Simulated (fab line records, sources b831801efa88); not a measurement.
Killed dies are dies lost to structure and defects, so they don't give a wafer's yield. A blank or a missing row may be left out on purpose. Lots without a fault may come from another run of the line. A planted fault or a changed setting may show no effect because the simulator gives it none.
fab line records | flow sky130
record lots=9 wafers=27 last_day=50
route steps=708 shown METAL1@434 VIA2@527 CAPM@550 CAP2M@605
lots that met no fault: from a run of the same line without faults
start_h: hours from the record's first day to the start of the lot's first wafer shown | wait_h: hours since the lot's step before | " the same as in the row above | L1.1+2: a row that stands for several wafers | - no value, or no start given | * or withheld: withheld | < > ~ a bound
route shown NAME@n: a module of which the file shows steps, and the number in the route of the first | usual: mean/standard deviation of fault-free wafers | same: alike in all rows | chamber/n: place in a boat | sites: the reading at each site | _std_site: their standard deviation | _edge_site: outer sites' mean less inner sites' | radius_mm: how far each site lies from the wafer's centre | mask NAME#n: copy n | behind: the tool/chamber that last shaped the wafer | hold: why the lot was held/for how many hours/how that ended | device: the transistor (n, p or np) that didn't switch | end of line: the same wafers' tests at the end of the route | a step without rows: its recipe alone | killed: dies lost to structure and defects at the first sort, not the wafer's yield | map: a wafer's dies, x killed, . not, _ none there
set.NAME: the setting as run; set.NAME@STEP: as run at that earlier step | model.NAME: the simulator's own value behind a step, which no gauge read
steps of the route over a sample of lots; a table a step, a row a wafer
services: from which hour (start_h, from the record's first day; less than 0 if before it) a tool's chamber was out of use, for how many hours, and why
## steps
# step SKY_METAL1_SPUTTER_00
# recipe material=Ti target_thk_nm=15 power_w=3000 time_s=10 chamber_pressure_pa=0.4
# usual cathode_dc_power_W=3000.0/0.53 throttle_valve_pct=30.5/1
# columns lot.wafer tool chamber start_h wait_h cathode_dc_power_W throttle_valve_pct
L294.2 pvd_sputter-03 - 743.78 0.2 2999.6 31.7
L294.3 " - " " 3000.8 29.2
L294.6 " - " " 3000.5 31.9
L301.2 pvd_sputter-01 - 793.45 0.2 2999.9 28.6
L301.3 " - " " 3000.7 29.5
L301.6 " - " " 2999.9 29.1
L306.2 pvd_sputter-02 - 833.70 0.2 2999.3 31.0
L306.3 " - " " 2999.0 30.5
L306.6 " - " " 3000.8 30.3
L307.2 pvd_sputter-02 - 840.58 0.1 3000.0 30.3
L307.4 " - " " 3000.6 30.1
L307.5 " - " " 3000.0 30.2
L308.4 pvd_sputter-01 - 850.19 0.3 3000.1 30.5
L308.5 " - " " 2999.8 29.2
L308.6 " - " " 2999.5 29.5
L309.2 pvd_sputter-02 - 853.86 0.2 2999.7 30.6
L309.3 " - " " 3000.0 30.4
L309.6 " - " " 3000.0 31.2
L310.1 pvd_sputter-02 - 861.18 0.1 2999.8 30.5
L310.2 " - " " 2999.9 30.1
L310.4 " - " " 3000.2 30.4
L311.2 pvd_sputter-03 - 870.27 0.1 2999.9 32.0
L311.4 " - " " 3000.0 32.0
L311.5 " - " " 3000.0 29.2
L317.2 pvd_sputter-01 - 906.25 0.2 3001.2 29.5
L317.3 " - " " 2999.7 31.1
L317.4 " - " " 2999.4 30.3
# step SKY_VIA2_SPUTTER_20
# recipe material=TiN target_thk_nm=20 chamber_pressure_pa=5 power_w=4000 time_s=80
# usual cathode_dc_power_W=4000.0/0.74 throttle_valve_pct=30.2/0.68
# columns lot.wafer tool chamber start_h wait_h cathode_dc_power_W throttle_valve_pct
L294.2 pvd_sputter-01 - 855.66 0.0 3999.5 28.8
L294.3 " - " " 3999.7 30.4
L294.6 " - " " 4000.2 29.7
L301.2 pvd_sputter-02 - 904.75 0.0 3999.2 30.2
L301.3 " - " " 4000.2 30.4
L301.6 " - " " 4000.7 30.4
L306.2 pvd_sputter-02 - 941.77 0.0 3999.5 30.8
L306.3 " - " " 3999.7 30.3
L306.6 " - " " 4001.3 30.5
L307.2 pvd_sputter-01 - 947.34 0.0 4000.4 31.1
L307.4 " - " " 3998.9 30.4
L307.5 " - " " 4000.0 29.0
L308.4 pvd_sputter-04 - 954.47 0.0 3999.0 30.6
L308.5 " - " " 3999.3 30.7
L308.6 " - " " 4000.9 29.5
L309.2 pvd_sputter-01 - 960.53 0.0 3999.9 28.9
L309.3 " - " " 4000.7 30.6
L309.6 " - " " 4000.2 29.0
L310.1 pvd_sputter-01 - 967.17 0.0 3999.6 30.3
L310.2 " - " " 3999.1 29.8
L310.4 " - " " 4000.7 28.9
L311.2 pvd_sputter-04 - 974.60 0.0 3999.7 29.8
L311.4 " - " " 3999.9 30.9
L311.5 " - " " 3999.9 29.8
L317.2 pvd_sputter-01 - 1008.47 0.0 4000.4 30.5
L317.3 " - " " 4000.7 31.0
L317.4 " - " " 3999.5 29.6
# step SKY_CAPM_METAL_ETCH_13
# recipe target_depth_nm=220 stop_on=SiO2 chemistry=Cl2/BCl3 target=TiN pressure_mtorr=10 icp_w=900 bias_w=48.5 Cl2_flow_sccm=60 bcl3_flow_sccm=30 time_s=62.9
# usual chamber_pressure_mTorr=10.000/0.0095 drypump_motor_current_A=5.6/0.52 oes_product_au=0.939/0.0079 throttle_valve_pct=21.903/0.011
# columns lot.wafer tool chamber start_h wait_h chamber_pressure_mTorr drypump_motor_current_A oes_product_au rf_hours_counter_h throttle_valve_pct
L294.2 rie_metal-04 0 882.68 0.0 9.990 6.4 0.940 14 21.913
L294.3 " 1 " " 9.986 5.5 0.934 - 21.890
L294.6 " 1 " " 10.003 5.5 0.929 - 21.922
L301.2 rie_metal-01 0 929.18 0.0 10.012 6.1 0.951 18 21.889
L301.3 " 0 " " 10.001 6.2 0.945 - 21.888
L301.6 " 1 " " 9.980 5.1 0.960 - 21.896
L306.2 rie_metal-04 1 966.65 0.0 10.006 5.5 0.930 4 21.913
L306.3 " 1 " " 10.001 5.5 0.919 - 21.907
L306.6 " 0 " " 9.990 6.4 0.923 - 21.902
L307.2 rie_metal-04 1 971.81 0.0 10.005 5.5 0.947 5 21.908
L307.4 " 1 " " 9.987 5.5 0.936 - 21.907
L307.5 " 0 " " 10.003 6.4 0.945 - 21.915
L308.4 rie_metal-03 1 978.83 0.0 10.019 5.5 0.938 - 21.916
L308.5 " 1 " " 9.988 5.5 0.935 - 21.908
L308.6 " 0 " " 9.986 4.9 0.928 - 21.896
L309.2 rie_metal-03 1 985.46 0.0 10.013 5.5 0.936 5 21.925
L309.3 " 0 " " 9.994 5.0 0.930 - 21.914
L309.6 " 1 " " 10.003 5.5 0.931 - 21.907
L310.1 rie_metal-04 1 991.30 0.0 9.996 5.5 0.941 5 21.904
L310.2 " 0 " " 10.008 6.4 0.937 19 21.887
L310.4 " 0 " " 10.001 6.4 0.951 - 21.894
L311.2 rie_metal-03 1 998.45 0.0 9.991 5.5 0.944 6 21.906
L311.4 " 0 " " 9.999 4.9 0.950 - 21.893
L311.5 " 1 " " 9.993 5.5 0.945 - 21.888
L317.2 rie_metal-03 1 1032.26 0.0 9.995 5.5 0.944 8 21.908
L317.3 " 1 " " 9.994 5.5 0.939 - 21.925
L317.4 " 0 " " 10.002 4.9 0.931 - 21.909
# step SKY_CAP2M_SPUTTER_02
# recipe material=TiN target_thk_nm=200 temp_c=300 power_w=6500 time_s=166.7 chamber_pressure_pa=0.4
# usual cathode_dc_power_W=6500.1/1.3 throttle_valve_pct=30.5/0.96
# columns lot.wafer tool chamber start_h wait_h cathode_dc_power_W throttle_valve_pct
L294.2 pvd_sputter-03 - 936.68 0.0 6499.8 31.7
L294.3 " - " " 6501.4 29.5
L294.6 " - " " 6501.4 28.9
L301.2 pvd_sputter-02 - 980.88 0.0 6503.2 30.7
L301.3 " - " " 6497.7 30.3
L301.6 " - " " 6500.4 31.2
L306.2 pvd_sputter-02 - 1016.69 0.0 6500.6 31.2
L306.3 " - " " 6499.5 30.4
L306.6 " - " " 6499.3 31.0
L307.2 pvd_sputter-03 - 1021.61 0.0 6499.4 30.0
L307.4 " - " " 6501.0 31.9
L307.5 " - " " 6501.8 30.0
L308.4 pvd_sputter-03 - 1029.30 0.0 6500.4 31.6
L308.5 " - " " 6498.3 30.2
L308.6 " - " " 6499.3 31.9
L309.2 pvd_sputter-02 - 1034.63 0.0 5477.9 30.8
L309.3 " - " " 5477.2 30.4
L309.6 " - " " 5478.0 30.1
L310.1 pvd_sputter-02 - 1039.87 0.1 5476.7 30.3
L310.2 " - " " 5476.5 30.9
L310.4 " - " " 5478.7 30.3
L311.2 pvd_sputter-01 - 1047.60 0.0 6500.2 29.1
L311.4 " - " " 6500.8 31.2
L311.5 " - " " 6500.1 31.1
L317.2 pvd_sputter-03 - 1079.93 0.0 6502.2 28.8
L317.3 " - " " 6498.9 31.9
L317.4 " - " " 6498.6 29.9
# step SKY_CAP2M_RS_MEAS_03
# recipe thk_meas_gauge=four-point-probe reads=TiN_of_CAP2M_SPUTTER_02
# usual CAP2M_TIN_RS=6.87/0.073
# columns lot.wafer tool chamber start_h wait_h hold CAP2M_TIN_RS[ohm/sq]
L294.2 film_metro-01 - 936.81 0.1 - 6.91
L294.3 " - " " - 6.88
L294.6 " - " " - 6.86
L301.2 film_metro-01 - 981.01 0.1 - 6.90
L301.3 " - " " - 6.93
L301.6 " - " " - 6.98
L306.2 film_metro-03 - 1016.82 0.1 - 6.96
L306.3 " - " " - 6.94
L306.6 " - " " - 6.88
L307.2 film_metro-04 - 1021.74 0.1 - 6.81
L307.4 " - " " - 6.90
L307.5 " - " " - 6.85
L308.4 film_metro-03 - 1029.47 0.1 - 6.77
L308.5 " - " " - 6.84
L308.6 " - " " - 6.86
L309.2 film_metro-01 - 1034.76 0.1 await_dispo/0.2h/release 8.09
L309.3 " - " " await_dispo/0.2h/release 8.09
L309.6 " - " " await_dispo/0.2h/release 8.12
L309.2 film_metro-01 - 1035.04 0.3 - 8.10
L309.3 " - " " - 8.07
L309.6 " - " " - 8.12
L310.1 film_metro-04 - 1039.98 0.1 await_dispo/0.2h/release 8.02
L310.2 " - " " await_dispo/0.2h/release 8.02
L310.4 " - " " await_dispo/0.2h/release 8.01
L310.1 film_metro-04 - 1040.27 0.3 - 8.00
L310.2 " - " " - 8.02
L310.4 " - " " - 8.01
L311.2 film_metro-04 - 1047.73 0.1 - 6.82
L311.4 " - " " - 6.77
L311.5 " - " " - 6.76
L317.2 film_metro-04 - 1080.06 0.1 - 6.92
L317.3 " - " " - 6.94
L317.4 " - " " - 6.98
# step SKY_CAP2M_THK_MEAS_04
# recipe thk_meas_gauge=xrf reads=TiN_of_CAP2M_SPUTTER_02
# usual CAP2M_TIN_THK=201.6/2.3
# columns lot.wafer tool chamber start_h wait_h hold CAP2M_TIN_THK[nm]
L294.2 film_metro-01 - 936.92 0.1 - 201.6
L294.3 " - " " - 201.7
L294.6 " - " " - 201.6
L301.2 film_metro-01 - 981.12 0.1 - 200.7
L301.3 " - " " - 199.5
L301.6 " - " " - 197.9
L306.2 film_metro-03 - 1016.93 0.1 - 197.5
L306.3 " - " " - 198.5
L306.6 " - " " - 200.1
L307.2 film_metro-04 - 1021.85 0.1 - 202.0
L307.4 " - " " - 200.9
L307.5 " - " " - 201.7
L308.4 film_metro-03 - 1029.56 0.1 - 202.5
L308.5 " - " " - 201.2
L308.6 " - " " - 200.1
L309.2 film_metro-01 - 1037.85 2.8 await_dispo/0.2h/release 173.1
L309.3 " - " " await_dispo/0.2h/release 173.4
L309.6 " - " " await_dispo/0.2h/release 172.0
L309.2 film_metro-01 - 1038.07 0.2 - 172.3
L309.3 " - " " - 172.9
L309.6 " - " " - 171.3
L310.1 film_metro-04 - 1043.45 3.2 await_dispo/0.2h/release 173.8
L310.2 " - " " await_dispo/0.2h/release 172.6
L310.4 " - " " await_dispo/0.2h/release 173.1
L310.1 film_metro-04 - 1043.67 0.2 - 173.5
L310.2 " - " " - 173.1
L310.4 " - " " - 172.5
L311.2 film_metro-04 - 1047.84 0.1 - 204.2
L311.4 " - " " - 203.6
L311.5 " - " " - 204.9
L317.2 film_metro-04 - 1080.17 0.1 - 198.9
L317.3 " - " " - 199.8
L317.4 " - " " - 198.3
# step SKY_CAP2M_METAL_ETCH_13
# recipe target_depth_nm=220 stop_on=SiO2 chemistry=Cl2/BCl3 target=TiN pressure_mtorr=10 icp_w=900 bias_w=48.5 Cl2_flow_sccm=60 bcl3_flow_sccm=30 time_s=62.9
# usual chamber_pressure_mTorr=10.001/0.0093 drypump_motor_current_A=5.6/0.48 oes_product_au=0.945/0.0076 throttle_valve_pct=21.900/0.01
# columns lot.wafer tool chamber start_h wait_h chamber_pressure_mTorr drypump_motor_current_A oes_product_au rf_hours_counter_h throttle_valve_pct
L294.2 rie_metal-03 1 960.91 0.0 10.008 5.5 0.940 4 21.906
L294.3 " 0 " " 9.990 4.9 0.943 - 21.888
L294.6 " 0 " " 10.005 4.9 0.941 - 21.909
L301.2 rie_metal-03 0 1005.00 0.0 9.999 4.9 0.947 18 21.882
L301.3 " 1 " " 10.008 5.5 0.934 - 21.901
L301.6 " 0 " " 10.015 4.9 0.933 - 21.901
L306.2 rie_metal-03 0 1038.94 0.0 10.007 4.9 0.937 20 21.894
L306.3 " 1 " " 10.004 5.5 0.940 - 21.895
L306.6 " 1 " " 9.998 5.5 0.951 - 21.905
L307.2 rie_metal-04 0 1044.14 0.0 10.028 6.3 0.950 2 21.893
L307.4 " 0 " " 10.007 6.4 0.945 - 21.897
L307.5 " 0 " " 9.991 6.4 0.951 - 21.893
L308.4 rie_metal-03 1 1051.68 0.0 10.001 5.5 0.957 - 21.899
L308.5 " 1 " " 9.998 5.5 0.937 - 21.898
L308.6 " 0 " " 9.999 4.9 0.947 - 21.907
L309.2 rie_metal-03 1 1056.49 0.0 9.987 5.5 0.868 10 21.965
L309.3 " 0 " " 9.987 4.9 0.856 - 21.954
L309.6 " 0 " " 10.011 4.9 0.856 - 21.960
L310.1 rie_metal-02 0 1061.16 0.0 10.002 5.8 0.864 23 21.941
L310.2 " 1 " " 10.014 6.2 0.864 18 21.966
L310.4 " 1 " " 9.991 6.3 0.870 - 21.949
L311.2 rie_metal-02 0 1069.44 0.0 9.999 5.8 0.942 24 21.893
L311.4 " 1 " " 10.007 6.2 0.956 - 21.895
L311.5 " 0 " " 10.010 5.8 0.953 - 21.896
L317.2 rie_metal-02 1 1100.61 0.0 10.004 6.3 0.942 - 21.907
L317.3 " 1 " " 9.989 6.2 0.937 - 21.902
L317.4 " 1 " " 10.015 6.2 0.933 - 21.900
## services
# columns tool chamber start_h hours kind
rie_metal-02 - 720.26 2.8 pm
rie_metal-03 - 734.83 0.5 repair
pvd_sputter-04 - 751.40 5.8 repair
pvd_sputter-04 - 756.80 3.5 repair
rie_metal-04 - 768.56 14.6 pm
rie_metal-03 0 774.59 4.2 repair
pvd_sputter-01 - 804.35 1.4 repair
pvd_sputter-01 - 822.77 1.2 repair
rie_metal-04 - 836.74 0.5 repair
rie_metal-03 1 837.73 7.1 repair
rie_metal-02 1 857.43 2.4 repair
rie_metal-02 0 862.28 19.8 repair
pvd_sputter-02 - 871.06 7.5 repair
rie_metal-02 1 901.18 13.8 repair
pvd_sputter-02 - 934.72 4.6 repair
pvd_sputter-03 - 938.87 11.2 repair
rie_metal-03 - 939.76 9.0 repair
pvd_sputter-03 - 988.03 3.4 repair
rie_metal-02 - 1010.25 14.6 pm
rie_metal-04 - 1013.40 0.1 repair
rie_metal-04 1 1019.89 15.9 repair
pvd_sputter-03 - 1052.32 6.8 repair
pvd_sputter-03 - 1085.42 2.2 repair
rie_metal-03 - 1096.68 0.3 repair
## key
first_sign step=SKY_CAP2M_SPUTTER_02 reading=cathode_dc_power_W direction=down sigmas=99+ usual=6500.1 struck=5477.5
effect step=SKY_CAP2M_RS_MEAS_03 reading=visit direction=added
effect step=SKY_CAP2M_RS_MEAS_03 reading=CAP2M_TIN_RS direction=up sigmas=16 usual=6.87 struck=8.06
effect step=SKY_CAP2M_THK_MEAS_04 reading=visit direction=added
effect step=SKY_CAP2M_THK_MEAS_04 reading=CAP2M_TIN_THK direction=down sigmas=13 usual=201.6 struck=173.0
effect step=SKY_CAP2M_METAL_ETCH_13 reading=oes_product_au direction=down sigmas=11 usual=0.945 struck=0.863
met_at SKY_CAP2M_SPUTTER_02
struck_lots L309,L310
not_acting_at SKY_METAL1_SPUTTER_00,SKY_VIA2_SPUTTER_20,SKY_CAPM_METAL_ETCH_13
onset_between 1016.69 1034.63
fault kind=process_parameter_drift tool=pvd_sputter-02 chamber=- onset_h=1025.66 steps=SKY_CAP2M_SPUTTER_02 channel=power_w offset=* shape=step end_h=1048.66 acts_in=* stated=*
